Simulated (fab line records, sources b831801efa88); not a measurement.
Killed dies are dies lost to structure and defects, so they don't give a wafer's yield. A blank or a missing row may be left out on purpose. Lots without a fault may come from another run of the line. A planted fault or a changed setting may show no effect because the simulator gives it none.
Which tool did it? | flow sky130 | 13 lots, 39 wafers sampled, at 3 steps of a route of 708

WHAT THE GAUGES READ, wafer by wafer
SKY_SONOS_TUNNEL_CD_MEAS_07: target cd 410 nm.
lot  | measured     | on        | cd_nm (nm)
L119 | day 11 18:32 | cd_sem-02 | 411.1 411.1 410.1
L120 | day 12 04:30 | cd_sem-02 | 410.8 409.3 412.1
L122 | day 12 20:43 | cd_sem-02 | 407.7 409.9 410.1
L123 | day 13 11:22 | cd_sem-02 | 412.7 412.5 410.3
L124 | day 13 17:54 | cd_sem-02 | 411.0 414.5 412.8
L125 | day 14 01:27 | cd_sem-01 | 412.4 411.9 410.6
L126 | day 14 08:29 | cd_sem-01 | 411.2 412.2 411.5
L130 | day 15 22:34 | cd_sem-02 | 411.5 410.3 409.3
L131 | day 15 22:53 | cd_sem-01 | 409.1 408.3 407.1
L135 | day 17 11:40 | cd_sem-01 | 405.1 406.7 408.3
L138 | day 18 05:55 | cd_sem-01 | 409.4 409.1 410.6
L139 | day 18 14:48 | cd_sem-02 | 411.9 410.9 414.1
L140 | day 19 15:51 | cd_sem-02 | 414.1 414.6 413.4

SKY_SONOS_ONO_CD_MEAS_13: target cd 410 nm.
lot  | measured     | on        | cd_nm (nm)
L119 | day 12 23:28 | cd_sem-01 | 407.4 407.7 408.8
L120 | day 13 09:28 | cd_sem-01 | 409.8 409.2 410.5
L122 | day 14 06:29 | cd_sem-02 | 408.1 408.9 409.0
L123 | day 14 18:04 | cd_sem-02 | 408.8 407.0 405.9
L124 | day 15 07:09 | cd_sem-01 | 411.4 410.7 410.5
L125 | day 15 12:12 | cd_sem-01 | 410.6 410.3 410.3
L126 | day 15 21:06 | cd_sem-01 | 410.8 414.1 413.2
L130 | day 17 06:37 | cd_sem-02 | 407.7 407.1 408.5
L131 | day 17 08:51 | cd_sem-02 | 408.4 409.3 410.3
L135 | day 19 00:20 | cd_sem-01 | 411.8 410.1 410.0
L138 | day 19 17:25 | cd_sem-02 | 411.8 412.0 411.8
L139 | day 20 02:22 | cd_sem-02 | 408.9 409.9 407.9
L140 | day 21 05:34 | cd_sem-02 | 407.4 407.5 406.4

WHICH TOOL RAN EACH LOT (tool, then ch and the chambers of the sampled wafers, then the start)
lot  | SKY_VT_ADJUST_HVTR_STRIP_10
L119 | plasma_asher-03 ch 1, day 9 20:28
L120 | plasma_asher-04 ch 0,1, day 10 05:27
L122 | plasma_asher-04 ch 1, day 10 19:52
L123 | plasma_asher-01 ch 0, day 11 09:57
L124 | plasma_asher-04 ch 0,1, day 11 15:39
L125 | plasma_asher-04 ch 0,1, day 11 22:04
L126 | plasma_asher-01 ch 0,1, day 12 05:47
L130 | plasma_asher-01 ch 0,1, day 13 18:00
L131 | plasma_asher-04 ch 0,1, day 13 18:18
L135 | plasma_asher-04 ch 0,1, day 15 03:16
L138 | plasma_asher-01 ch 0,1, day 15 20:27
L139 | plasma_asher-03 ch 0,1, day 16 06:13
L140 | plasma_asher-01 ch 0,1, day 17 04:03
- SKY_VT_ADJUST_HVTR_STRIP_10: strips in O2/N2.

WHAT THE TOOLS THEMSELVES READ (means of the sampled wafers that have a number; where no wafer has one, the mark that the record gives instead)
SKY_VT_ADJUST_HVTR_STRIP_10.
lot  | tool            | chamber_pressure_mTorr (mTorr) | drypump_motor_current_A (A) | oes_product_au (a.u.) | strip_time_to_endpoint_s (s)
L119 | plasma_asher-03 | 1501.1                         | 6.1                         | 0.713                 | 14.26
L120 | plasma_asher-04 | 1500.1                         | 6.0                         | 0.719                 | 14.17
L122 | plasma_asher-04 | 1499.1                         | 6.3                         | 0.718                 | 14.22
L123 | plasma_asher-01 | 1500.2                         | 6.7                         | 0.712                 | 14.21
L124 | plasma_asher-04 | 1501.6                         | 6.0                         | 0.713                 | 14.20
L125 | plasma_asher-04 | 1500.5                         | 5.7                         | 0.714                 | 14.13
L126 | plasma_asher-01 | 1499.5                         | 6.2                         | 0.713                 | 14.17
L130 | plasma_asher-01 | 1499.9                         | 6.2                         | 0.714                 | 14.16
L131 | plasma_asher-04 | 1500.0                         | 6.0                         | 0.717                 | 14.26
L135 | plasma_asher-04 | 1499.4                         | 5.7                         | 0.711                 | 14.21
L138 | plasma_asher-01 | 1499.7                         | 6.4                         | 0.717                 | 14.19
L139 | plasma_asher-03 | 1499.8                         | 5.8                         | 0.714                 | 14.21
L140 | plasma_asher-01 | 1500.5                         | 6.2                         | 0.716                 | 14.18

THE ANSWER, worked out from the rows above alone
Rule: what is usual is taken from the lots themselves. Put in order of their means at a reading, lots are off if they are a third of the lots or fewer, leave a main group of 4 or more, and stand apart from it by a gap of 3 or more times the standard deviation of the main group's means; of several such gaps the widest counts. A main group whose means are all the same, to the digits that the tables above print for the reading, isn't used. A lot without any number at a reading at which 4 lots or more have one is off too. The other lots that the step has rows for count as sound. The gauges are gone through in route order, then the tools' own readings, and for those a lot's mean is taken as printed above. The first step at which some lot is off is used, and at that step the reading that is off furthest; a lot without a number counts as furthest.
No lot is off at any reading shown: from this, nothing can be told.

WHAT THE SIMULATOR HAD PUT IN
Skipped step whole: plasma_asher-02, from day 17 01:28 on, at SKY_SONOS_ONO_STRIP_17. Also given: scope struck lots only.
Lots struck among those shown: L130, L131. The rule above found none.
